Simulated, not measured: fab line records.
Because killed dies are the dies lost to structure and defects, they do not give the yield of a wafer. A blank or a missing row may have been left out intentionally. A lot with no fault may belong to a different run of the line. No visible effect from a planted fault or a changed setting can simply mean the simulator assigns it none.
Problem report, 8D (eight disciplines) form, completed by code :: flow sky130 :: the parts of the form that need people (team, actions taken, sign-off) are left out

== 1. PROBLEM STATEMENT ==
Mean of killed_at_M4_up at SKY_PAD_OPEN_PROBE_99: 53.8 across 6 wafers in 3 lots; on wafers with no fault it is 3.2 (standard deviation 1.8). Measured from the usual mean, that is +28 standard deviations.
The first sign was on wafer L458.1 at day 50 08:31, on prober-02. The record has a number at this step for 9 wafers belonging to 3 lots. The rule behind "out" and "out of limits": a value lying over 4 standard deviations away from the usual mean. The rest of the wafers with a number are treated as sound.

== 2. WHAT IT IS; WHAT IT IS NOT ==
question: which readings at this step
is: killed_at_M4_up, sort_bin_3_pad_short
is not: killedAtContacts, killedAtFrontEnd, killedAtOther, killedOpen, killedShort

question: which lots
is: L458, L459, L460
is not: -

question: which wafers of those lots
is: L458.1, L459.1, L459.4, L459.5, L460.2, L460.3
is not: L458.3, L458.6, L460.1

question: read on which tools
is: prober-01, prober-02
is not: -

question: when
is: from day 50 08:31
is not: up to then (0 sound wafers); but 3 sound wafers of L458, L460 came after

== 3. SUSPECTS, AND WHAT RULES EACH OUT ==
Counting: any tool at a process step up to the reading remains a suspect provided it ran every lot that is out. Sound lots after the first of them don't rule it out here, since some wafers of a struck lot are sound.
- plasmaAsher-01 at SKY_METAL4_STRIP_19 (strips in O2/N2): kept. It ran every lot that is out, first L458 (day 47 01:43).
- At SKY_METAL4_STRIP_19 on plasmaAsher-01, chamber 0 took the sound wafers of the same lots and chamber 1 took the wafers that are out.
After counting, what remains is plasmaAsher-01 at SKY_METAL4_STRIP_19.

== 4. THE CAUSE (what the simulator had put in) ==
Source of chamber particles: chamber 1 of plasmaAsher-01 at SKY_METAL4_STRIP_19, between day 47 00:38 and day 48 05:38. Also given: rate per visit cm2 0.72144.
The count eliminated every tool but this one.

== 5. THE CHAIN OF EFFECTS, in route order ==
One row per reading whose mean, taken over the struck wafers that have a number, lies over 3 standard deviations from the usual. Only readings whose record carries a usual standard deviation are examined. hours: median over the lots of the time between each lot's start at the first step of this table that gives one and its start at this step. sigmas: the change, counted in usual standard deviations.
hours: 0
step: SKY_PAD_OPEN_PROBE_99
reading: defectLimitedYield
usual: 82.4 %
on struck wafers: 72.8
change: -9.6
sigmas: -5.3

hours: 0
step: SKY_PAD_OPEN_PROBE_99
reading: killed_at_M4_up
usual: 3.2
on struck wafers: 53.8
change: +50.6
sigmas: +28

hours: 0
step: SKY_PAD_OPEN_PROBE_99
reading: killedDies
usual: 86
on struck wafers: 134
change: +48
sigmas: +5.5

hours: 0
step: SKY_PAD_OPEN_PROBE_99
reading: sort_bin_3_pad_short
usual: 0.9 %
on struck wafers: 3.0
change: +2.1
sigmas: +4.8

hours: 0
step: SKY_PAD_OPEN_PROBE_99
reading: sort_bin_5_function
usual: 10.5 %
on struck wafers: 17.5
change: +7.0
sigmas: +5.0

hours: 0
step: SKY_PAD_OPEN_PROBE_99
reading: sortNPass
usual: 406
on struck wafers: 358
change: -48
sigmas: -5.5

hours: 0
step: SKY_PAD_OPEN_PROBE_99
reading: sortYieldPct
usual: 82.4 %
on struck wafers: 72.8
change: -9.6
sigmas: -5.3
Its process steps:
- SKY_PAD_OPEN_PROBE_99

== 6. HOW IT WOULD HAVE BEEN CAUGHT EARLIER ==
In this record the first reading out of limits was taken at day 50 08:31, 80 hours after the fault began at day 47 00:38.
No tool reading at SKY_METAL4_STRIP_19 that has a usual standard deviation in the record was out on any struck wafer, so an alarm limit of 4 standard deviations on those readings would not have fired.
All the lots that are out (3) had begun SKY_METAL4_STRIP_19 on plasmaAsher-01 by day 50 08:31. Had the tool been put on hold then, not one of them would have been saved.
